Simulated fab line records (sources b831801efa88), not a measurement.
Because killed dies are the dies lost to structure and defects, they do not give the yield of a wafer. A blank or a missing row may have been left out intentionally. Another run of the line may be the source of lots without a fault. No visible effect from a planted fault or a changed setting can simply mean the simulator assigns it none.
Matching of chambers / flow gf180mcu / GF_STI_ETCH_14 on rie si-01 has 4 sister chambers
The step etches Si in HBr/Cl2/O2, target depth 360 nm, time 102.9 s. 8 wafers are shown with their chamber, then 6 later ones without.

## WAFERS WITH THEIR CHAMBER
wafer=L118.3; chamber=1; drypump motor current A (A)=6.2; oes product au (a.u.)=1.015
wafer=L124.1; chamber=3; drypump motor current A (A)=5.1; oes product au (a.u.)=0.992
wafer=L124.2; chamber=2; drypump motor current A (A)=5.4; oes product au (a.u.)=1.013
wafer=L124.3; chamber=1; drypump motor current A (A)=6.2; oes product au (a.u.)=1.011
wafer=L133.5; chamber=0; drypump motor current A (A)=6.0; oes product au (a.u.)=1.012
wafer=L133.6; chamber=3; drypump motor current A (A)=5.1; oes product au (a.u.)=0.994
wafer=L134.1; chamber=2; drypump motor current A (A)=5.4; oes product au (a.u.)=1.021
wafer=L134.3; chamber=0; drypump motor current A (A)=6.1; oes product au (a.u.)=1.020

## WAFERS MISSING THEIR CHAMBER
wafer=L134.5; drypump motor current A (A)=5.4; oes product au (a.u.)=1.023
wafer=L135.1; drypump motor current A (A)=5.1; oes product au (a.u.)=0.993
wafer=L135.4; drypump motor current A (A)=6.0; oes product au (a.u.)=1.005
wafer=L136.3; drypump motor current A (A)=6.2; oes product au (a.u.)=1.013
wafer=L136.5; drypump motor current A (A)=6.1; oes product au (a.u.)=1.004
wafer=L136.6; drypump motor current A (A)=6.2; oes product au (a.u.)=1.023

## CHAMBER TAKEN BY EACH
wafer=L134.5; from the rows above=2; in truth=2
wafer=L135.1; from the rows above=3; in truth=3
wafer=L135.4; from the rows above=0; in truth=0
wafer=L136.3; from the rows above=1; in truth=1
wafer=L136.5; from the rows above=can't be placed: 0 or 1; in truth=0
wafer=L136.6; from the rows above=1; in truth=1
Correct placement for 5 of the 6. Can't be placed from these rows: 1 (the true chamber is among the candidates in 1). Number placed wrongly: 0.
How it was worked out, from the rows above alone: a wafer's distance from a chamber is the root of the sum, over the readings, of the square of ((its reading less the chamber's mean) divided by the reading's scatter). If the next closest chamber is less than 2 further off than the closest, the wafer can't be placed; otherwise it belongs to the closest. A chamber's mean is the mean of its shown wafers. How the scatter is found: for the shown wafers, subtract from each reading the mean of its chamber, square and add these, divide the total by (wafers less chambers), then take the root.
